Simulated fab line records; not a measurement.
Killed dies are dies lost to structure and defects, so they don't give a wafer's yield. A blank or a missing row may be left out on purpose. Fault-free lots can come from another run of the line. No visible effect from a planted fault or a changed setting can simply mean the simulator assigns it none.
fab line records + flow sky130
record
- lots=5
- wafers=15
- last-day=50
route steps=708 shown GATE_OXIDE@188 PAD_OPEN@708
lots untouched by any fault: they come from a run of this same line in which no faults occurred
start-h: hours from the record's opening day to when the first of the lot's shown wafers began + wait-h: hours since the lot's step before + " the same as in the row above + L1.1+2: one row covering several wafers at once + - no value, or no start given + * or withheld: withheld + < > ~ a bound
route shown NAME@n: names a module that has steps shown in the file, with the first one's number in the route + usual: average and standard deviation across the fault-free wafers + same: alike in all rows + chamber/n: place in a boat + sites: each site's reading + _std_site: the standard deviation of these + _edge_site: outer sites' mean less inner sites' + radius-mm: for every site, how far away it sits from the centre of the wafer + mask NAME#n: copy n + behind: the last tool/chamber to shape the wafer + hold: why the lot was held/for how many hours/how that ended + device: the n, p or np transistor that did not switch + end of line: the tests these same wafers got at the end of their route + a step given without rows: its recipe and nothing more + killed: the dies lost at the first sort to structure and to defects; this is not the yield of the wafer + map: shows each die of a wafer: x if killed, . if not, _ if none is there
set.NAME: the setting that was run; set.NAME@STEP: the one run at that earlier step + model.NAME: the simulator's own value behind a step, which no gauge read
lots seen at some steps along the route; tables by step, rows by wafer
## steps
# step SKY_GATE_OXIDE_OXIDATION_01
# recipe
- temp-c=900
- ambient=O2
- stabilise-s=600
- purge-s=300
- target-thk-a=102.68
- ox-time-s=1473
# step SKY_GATE_OXIDE_THK_MEAS_02
# recipe
- reads=SiO2_of_GATE_OXIDE_OXIDATION_01
# usual
- GATE_OXIDE_OXIDATION_00_THK=10.34/0.23
| lot.wafer | tool          | chamber | start-h | wait-h | GATE_OXIDE_OXIDATION_00_THK[nm] |
|-----------|---------------|---------|---------|--------|---------------------------------|
| L591.1    | film-metro-01 | -       | 291.16  | 0.0    | 10.27                           |
| L591.2    | "             | -       | "       | "      | 10.54                           |
| L591.3    | "             | -       | "       | "      | 10.52                           |
| L604.3    | film-metro-04 | -       | 394.33  | 0.0    | 10.16                           |
| L604.4    | "             | -       | "       | "      | 10.41                           |
| L604.6    | "             | -       | "       | "      | 10.42                           |
| L605.1    | film-metro-01 | -       | 396.01  | 0.0    | 10.52                           |
| L605.2    | "             | -       | "       | "      | 10.64                           |
| L605.3    | "             | -       | "       | "      | 10.69                           |
| L609.2    | film-metro-02 | -       | 445.73  | 0.0    | 10.45                           |
| L609.4    | "             | -       | "       | "      | 10.58                           |
| L609.6    | "             | -       | "       | "      | 10.45                           |
| L612.1    | film-metro-01 | -       | 477.81  | 0.0    | 10.27                           |
| L612.4    | "             | -       | "       | "      | 10.53                           |
| L612.5    | "             | -       | "       | "      | 10.31                           |
# step SKY_GATE_OXIDE_DEHYDRATE_03
# recipe
- temp-c=200
- time-s=60
# step SKY_GATE_OXIDE_HMDS_04
# recipe
- prime-time-s=60
- prime-temp-c=120
# step SKY_GATE_OXIDE_COAT_05
# recipe
- resist=NOVOLAK
- spin-rpm=3000
- resist-thk-nm=1140
# step SKY_GATE_OXIDE_SOFTBAKE_06
# recipe
- temp-c=90
- time-s=60
- resist=NOVOLAK
# step SKY_GATE_OXIDE_EXPOSE_07
# recipe
- mask-id=LVOM
- na=0.6
- source-shape=conventional
- sigma-outer=0.6
- polarization=unpolarized
- target-cd-nm=600
- dose-mj=170
# step SKY_GATE_OXIDE_PEB_08
# recipe
- temp-c=withheld
- time-s=*
- resist=NOVOLAK
# step SKY_GATE_OXIDE_DEVELOP_09
# recipe
- resist=NOVOLAK
- developer=TMAH
- develop-time-s=60
- dev-temp-c=23
# step SKY_GATE_OXIDE_OVL_MEAS_10
# usual
- GATE_OXIDE_OVL=1.0/1.2
| lot.wafer | tool       | chamber | start-h | wait-h | GATE_OXIDE_OVL[nm] |
|-----------|------------|---------|---------|--------|--------------------|
| L591.1    | overlay-02 | -       | 316.64  | 0.1    | 0.7                |
| L591.2    | "          | -       | "       | "      | 1.0                |
| L591.3    | "          | -       | "       | "      | 0.6                |
| L604.3    | overlay-01 | -       | 424.10  | 0.1    | 0.6                |
| L604.4    | "          | -       | "       | "      | 0.8                |
| L604.6    | "          | -       | "       | "      | -0.3               |
| L605.1    | overlay-01 | -       | 426.39  | 0.1    | 0.6                |
| L605.2    | "          | -       | "       | "      | 2.0                |
| L605.3    | "          | -       | "       | "      | 0.1                |
| L609.2    | overlay-01 | -       | 477.00  | 0.1    | 2.2                |
| L609.4    | "          | -       | "       | "      | 3.5                |
| L609.6    | "          | -       | "       | "      | 3.2                |
| L612.1    | overlay-01 | -       | 508.33  | 0.1    | 1.4                |
| L612.4    | "          | -       | "       | "      | 0.1                |
| L612.5    | "          | -       | "       | "      | -0.9               |
# step SKY_GATE_OXIDE_IMPLANT_11
# recipe
- species=B
- energy-kev=10
- dose-cm2=2.6e+12
- tilt-deg=withheld
# step SKY_GATE_OXIDE_WET_ETCH_12
# recipe
- chemistry=dHF
- target-depth-nm=16.8
- dry=n2-spin
- target=SiO2
- dilution=100:1
- temp-c=25
- time-s=336
# step SKY_GATE_OXIDE_STRIP_13
# recipe
- chemistry=O2/N2
- power-w=1400
- pressure-mtorr=1500
- platen-temp-c=withheld
- o2-flow-sccm=3000
- n2-flow-sccm=300
- overash-fraction=0.5
# usual
- drypump-motor-current-A=5.92/0.26
- n2-flow-sccm=300.0/0.86
- oes-product-au=0.716/0.0043
- strip-time-to-endpoint-s=14.19/0.045
| lot.wafer | tool            | chamber | start-h | wait-h | drypump-motor-current-A | n2-flow-sccm | oes-product-au | rf-hours-counter-h | strip-time-to-endpoint-s | model.NOVOLAK_of_GATE_OXIDE_COAT_05.thk-nm |
|-----------|-----------------|---------|---------|--------|-------------------------|--------------|----------------|--------------------|--------------------------|--------------------------------------------|
| L591.1    | plasma-asher-02 | 0       | 316.93  | 0.0    | 5.88                    | 299.7        | 0.717          | 63                 | 14.21                    | 0                                          |
| L591.2    | "               | 1       | "       | "      | 6.27                    | 298.8        | 0.716          | 63                 | 14.24                    | 0                                          |
| L591.3    | "               | 1       | "       | "      | 6.28                    | 298.7        | 0.725          | -                  | 14.23                    | 0                                          |
| L604.3    | plasma-asher-02 | 0       | 424.41  | 0.0    | 5.87                    | 299.5        | 0.718          | -                  | 14.22                    | 0                                          |
| L604.4    | "               | 1       | "       | "      | 6.27                    | 300.2        | 0.711          | -                  | 14.17                    | 0                                          |
| L604.6    | "               | 0       | "       | "      | 5.89                    | 300.0        | 0.711          | -                  | 14.19                    | 0                                          |
| L605.1    | plasma-asher-04 | 0       | 426.68  | 0.0    | 5.57                    | 299.5        | 0.894          | 30                 | -                        | 859.6                                      |
| L605.2    | "               | 1       | "       | "      | 6.08                    | 301.5        | 0.887          | 30                 | -                        | 861.4                                      |
| L605.3    | "               | 0       | "       | "      | 5.56                    | 298.3        | 0.875          | -                  | -                        | 859.5                                      |
| L609.2    | plasma-asher-04 | 0       | 477.28  | 0.0    | 5.57                    | 299.3        | 0.725          | 36                 | 14.22                    | 0                                          |
| L609.4    | "               | 0       | "       | "      | 5.55                    | 300.3        | 0.718          | -                  | 14.19                    | 0                                          |
| L609.6    | "               | 0       | "       | "      | 5.56                    | 300.3        | 0.714          | -                  | 14.18                    | 0                                          |
| L612.1    | plasma-asher-02 | 0       | 508.62  | 0.0    | 5.83                    | 299.9        | 0.712          | 83                 | 14.08                    | 0                                          |
| L612.4    | "               | 1       | "       | "      | 6.30                    | 300.3        | 0.710          | -                  | 14.09                    | 0                                          |
| L612.5    | "               | 0       | "       | "      | 5.85                    | 300.4        | 0.710          | -                  | 14.15                    | 0                                          |
# step SKY_GATE_OXIDE_TW_MEAS_14
# usual
- GATE_OXIDE_TW=226.0/1
| lot.wafer | tool          | chamber | start-h | wait-h | GATE_OXIDE_TW |
|-----------|---------------|---------|---------|--------|---------------|
| L591.1    | film-metro-01 | -       | 317.03  | 0.1    | 225.9         |
| L591.2    | "             | -       | "       | "      | 226.7         |
| L591.3    | "             | -       | "       | "      | 226.9         |
| L604.3    | film-metro-04 | -       | 424.50  | 0.1    | 222.7         |
| L604.4    | "             | -       | "       | "      | 223.6         |
| L604.6    | "             | -       | "       | "      | 224.2         |
| L605.1    | film-metro-04 | -       | 426.78  | 0.1    | 223.3         |
| L605.2    | "             | -       | "       | "      | 223.8         |
| L605.3    | "             | -       | "       | "      | 224.9         |
| L609.2    | film-metro-02 | -       | 477.39  | 0.1    | 225.9         |
| L609.4    | "             | -       | "       | "      | 226.8         |
| L609.6    | "             | -       | "       | "      | 225.6         |
| L612.1    | film-metro-01 | -       | 508.72  | 0.1    | 226.5         |
| L612.4    | "             | -       | "       | "      | 226.2         |
| L612.5    | "             | -       | "       | "      | 225.8         |
# step SKY_PAD_OPEN_PROBE_99
# usual
- killed_at_M0_to_M3=43/6.4
- killed_at_M4_up=3.1/2
- killed-at-contacts=24/5.2
- killed-at-front-end=15/4.3
- killed-at-other=0.2/0.48
- killed-dies=85/9.7
- killed-on-rim=17/4.2
- killed-open=47/6.9
- killed-short=38/6.7
# same
- gross-dies=492
- killed-at-back-side=0
| lot.wafer | tool      | chamber | start-h | wait-h | killed_at_M0_to_M3 | killed_at_M4_up | killed-at-contacts | killed-at-front-end | killed-at-other | killed-dies | killed-on-rim | killed-open | killed-short |
|-----------|-----------|---------|---------|--------|--------------------|-----------------|--------------------|---------------------|-----------------|-------------|---------------|-------------|--------------|
| L591.1    | prober-01 | -       | 1088.42 | 0.1    | 45                 | 5               | 25                 | 12                  | 0               | 87          | 20            | 47          | 40           |
| L591.2    | prober-01 | -       | 1088.47 | 0.1    | 57                 | 3               | 15                 | 13                  | 0               | 88          | 21            | 45          | 43           |
| L591.3    | prober-01 | -       | 1088.52 | 0.2    | 54                 | 2               | 26                 | 20                  | 1               | 103         | 22            | 50          | 53           |
| L604.3    | prober-02 | -       | 1163.93 | 0.2    | 34                 | 4               | 21                 | 15                  | 0               | 74          | 11            | 51          | 23           |
| L604.4    | prober-02 | -       | 1163.98 | 0.2    | 43                 | 6               | 24                 | 10                  | 0               | 83          | 18            | 43          | 40           |
| L604.6    | prober-02 | -       | 1164.08 | 0.2    | 51                 | 2               | 24                 | 10                  | 0               | 87          | 23            | 50          | 37           |
| L605.1    | prober-01 | -       | 1165.54 | 0.1    | 39                 | 3               | 25                 | 425                 | 0               | 492         | 96            | 48          | 32           |
| L605.2    | prober-01 | -       | 1165.59 | 0.1    | 50                 | 4               | 29                 | 409                 | 0               | 492         | 96            | 48          | 49           |
| L605.3    | prober-01 | -       | 1165.64 | 0.2    | 49                 | 1               | 17                 | 424                 | 1               | 492         | 96            | 43          | 46           |
| L609.2    | prober-01 | -       | 1190.15 | 0.1    | 48                 | 3               | 25                 | 18                  | 1               | 95          | 17            | 53          | 42           |
| L609.4    | prober-01 | -       | 1190.25 | 0.2    | 47                 | 6               | 24                 | 11                  | 0               | 88          | 26            | 55          | 33           |
| L609.6    | prober-01 | -       | 1190.35 | 0.2    | 47                 | 2               | 23                 | 7                   | 0               | 79          | 12            | 46          | 33           |
| L612.1    | prober-02 | -       | 1207.36 | 0.1    | 45                 | 3               | 33                 | 21                  | 0               | 102         | 25            | 60          | 42           |
| L612.4    | prober-02 | -       | 1207.51 | 0.2    | 39                 | 2               | 35                 | 13                  | 0               | 89          | 18            | 51          | 38           |
| L612.5    | prober-02 | -       | 1207.56 | 0.2    | 48                 | 3               | 24                 | 12                  | 1               | 88          | 15            | 49          | 39           |
# killed by level:class
L591.1 VIA1:geometric-particle:open=11 CONTACT:geometric-particle:open=11 VIA2:geometric-particle:short=9 LI_CONTACT:geometric-particle:open=8 VIA3:geometric-particle:open=8 METAL2:geometric-particle:short=6 POLY_GATE:geometric-particle:short=4 FIELD_ISO:geometric-particle:short=3
L591.2 VIA1:geometric-particle:open=10 VIA2:geometric-particle:open=9 METAL2:geometric-particle:short=9 CONTACT:geometric-particle:open=6 VIA3:geometric-particle:open=6 VIA1:geometric-particle:short=5 VIA2:geometric-particle:short=5 VIA3:geometric-particle:short=5
L591.3 VIA1:geometric-particle:open=12 CONTACT:geometric-particle:open=8 VIA2:geometric-particle:open=8 POLY_GATE:geometric-particle:short=7 CONTACT:geometric-particle:short=7 METAL1:geometric-particle:short=7 VIA2:geometric-particle:short=6 POLY_GATE:geometric-particle:open=5
L604.3 VIA1:geometric-particle:open=14 CONTACT:geometric-particle:open=11 SPACER:geometric-particle:open=5 LI_CONTACT:geometric-particle:open=4 POLY_GATE:geometric-particle:open=4 CONTACT:geometric-particle:short=4 METAL1:geometric-particle:short=4 VIA3:geometric-particle:open=4
L604.4 VIA1:geometric-particle:open=10 CONTACT:geometric-particle:open=8 LI_CONTACT:geometric-particle:open=7 VIA2:geometric-particle:open=6 METAL2:geometric-particle:short=5 CONTACT:geometric-particle:short=5 METAL1:geometric-particle:short=5 VIA3:geometric-particle:short=5
L604.6 VIA1:geometric-particle:open=13 METAL2:geometric-particle:short=8 CONTACT:geometric-particle:open=8 LI_CONTACT:geometric-particle:open=7 VIA2:geometric-particle:short=7 VIA3:geometric-particle:open=7 VIA2:geometric-particle:open=5 POLY_GATE:geometric-particle:short=4
L605.1 GATE_OXIDE:area-oxidation=412 VIA1:geometric-particle:open=10 LI_CONTACT:geometric-particle:open=8 CONTACT:geometric-particle:open=8 METAL2:geometric-particle:short=7 POLY_GATE:geometric-particle:open=5 LOCAL_INTERCONNECT:geometric-particle:short=5 VIA3:geometric-particle:open=5
L605.2 GATE_OXIDE:area-oxidation=395 VIA1:geometric-particle:open=11 CONTACT:geometric-particle:open=10 METAL1:geometric-particle:short=6 LI_CONTACT:geometric-particle:open=6 CONTACT:geometric-particle:short=6 VIA1:geometric-particle:short=6 METAL3:geometric-particle:short=5
L605.3 GATE_OXIDE:area-oxidation=403 METAL1:geometric-particle:short=10 LI_CONTACT:geometric-particle:open=7 FIELD_ISO:geometric-particle:open=6 VIA2:geometric-particle:open=6 FIELD_ISO:geometric-particle:short=5 VIA1:geometric-particle:open=5 VIA3:geometric-particle:short=5
L609.2 VIA1:geometric-particle:open=12 CONTACT:geometric-particle:open=12 VIA3:geometric-particle:open=8 POLY_GATE:geometric-particle:short=7 LOCAL_INTERCONNECT:geometric-particle:short=6 FIELD_ISO:geometric-particle:short=4 METAL1:geometric-particle:short=4 LI_CONTACT:geometric-particle:open=4
L609.4 VIA1:geometric-particle:open=16 CONTACT:geometric-particle:open=9 LI_CONTACT:geometric-particle:open=7 VIA2:geometric-particle:open=6 VIA3:geometric-particle:open=6 VIA1:geometric-particle:short=5 METAL4:geometric-particle:short=5 POLY_GATE:geometric-particle:open=4
L609.6 VIA1:geometric-particle:open=12 VIA3:geometric-particle:open=10 CONTACT:geometric-particle:open=7 LI_CONTACT:geometric-particle:open=6 LOCAL_INTERCONNECT:geometric-particle:short=5 VIA1:geometric-particle:short=5 CONTACT:geometric-particle:short=4 METAL1:geometric-particle:short=4
L612.1 LI_CONTACT:geometric-particle:open=13 CONTACT:geometric-particle:open=12 VIA1:geometric-particle:open=11 POLY_GATE:geometric-particle:open=8 VIA1:geometric-particle:short=7 FIELD_ISO:geometric-particle:short=6 VIA2:geometric-particle:open=6 VIA3:geometric-particle:open=6
L612.4 CONTACT:geometric-particle:open=11 LI_CONTACT:geometric-particle:open=9 CONTACT:geometric-particle:short=9 VIA1:geometric-particle:open=9 VIA2:geometric-particle:open=7 METAL2:geometric-particle:short=5 VIA3:geometric-particle:open=5 FIELD_ISO:geometric-particle:open=4
L612.5 VIA3:geometric-particle:open=10 VIA2:geometric-particle:open=9 LI_CONTACT:geometric-particle:open=7 CONTACT:geometric-particle:open=7 VIA1:geometric-particle:open=6 METAL1:geometric-particle:short=5 VIA1:geometric-particle:short=5 FIELD_ISO:geometric-particle:open=4
# map L605.1 (x killed, . not)
__________xxxxxxxxxx_________
________xxxxxxxxxxxxxx_______
______xxxxxxxxxxxxxxxxxx_____
_____xxxxxxxxxxxxxxxxxxxx____
____xxxxxxxxxxxxxxxxxxxxxx___
___xxxxxxxxxxxxxxxxxxxxxxxx__
__xxxxxxxxxxxxxxxxxxxxxxxxxx_
_xxxxxxxxxxxxxxxxxxxxxxxxxxxx
_xxxxxxxxxxxxxxxxxxxxxxxxxxxx
_xxxxxxxxxxxxxxxxxxxxxxxxxxxx
_xxxxxxxxxxxxxxxxxxxxxxxxxxxx
_xxxxxxxxxxxxxxxxxxxxxxxxxxxx
_xxxxxxxxxxxxxxxxxxxxxxxxxxxx
_xxxxxxxxxxxxxxxxxxxxxxxxxxxx
_xxxxxxxxxxxxxxxxxxxxxxxxxxxx
__xxxxxxxxxxxxxxxxxxxxxxxxxx_
___xxxxxxxxxxxxxxxxxxxxxxxx__
____xxxxxxxxxxxxxxxxxxxxxx___
_____xxxxxxxxxxxxxxxxxxxx____
______xxxxxxxxxxxxxxxxxx_____
________xxxxxxxxxxxxxx_______
__________xxxxxxxxxx_________
# map L609.2 (x killed, . not)
__________.........._________
________.....x.xx....x_______
______....x..xx...xx..x._____
_____.x.x...x............____
____..x..x............x...___
___.....x..x...x......x....__
__....xx.x..x..........xx..._
_x.x..xx.......x..........x.x
_......x...xx.........xx.x...
_xxx.........................
_x..x.........x..............
_xx..x.......x....x..x...x...
_xx...........x.xx....xx...x.
_.x.x..x.x..........x.xx....x
_................x...........
__.................x..x....x_
___....xx.x...xx........x..__
____.x....x...x.....xx..x.___
_____.........x........x.____
______....xx..x........._____
________......xx.x...._______
__________x..x....x._________
## key
first-sign
- step=SKY_GATE_OXIDE_STRIP_13
- reading=oes-product-au
- direction=up
- sigmas=40
- usual=0.716
- struck=0.885
effect
- step=SKY_PAD_OPEN_PROBE_99
- reading=killed-at-front-end
- direction=up
- sigmas=94
- usual=15
- struck=419
model-effect
- step=SKY_GATE_OXIDE_STRIP_13
- value=NOVOLAK_of_GATE_OXIDE_COAT_05.thk-nm
- without=0
- struck=860.2
more-kills-born-at
- SKY_GATE_OXIDE_OXIDATION_16@furnace-02=1210
met-at SKY_GATE_OXIDE_STRIP_13
struck-wafers L605.1,L605.2,L605.3
later-rows-left-out L605.1,L605.2,L605.3
tester-left-out L605
fault
- kind=strip-aborted
- tool=plasma-asher-04
- chamber=-
- onset-h=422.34
- steps=SKY_GATE_OXIDE_STRIP_13
- offset=0.97188
- end-h=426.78
# tester-left-out: of these lots the tester's yield and bins aren't shown, on N5 and GAA mostly nor the transistor test; their killed dies are dies lost to structure and defects alone, not to doping, threshold or leakage, so they don't give the yield
# later-rows-left-out: the simulator's readings of these wafers behind a module that went badly wrong aren't trusted and aren't shown, but for the sort
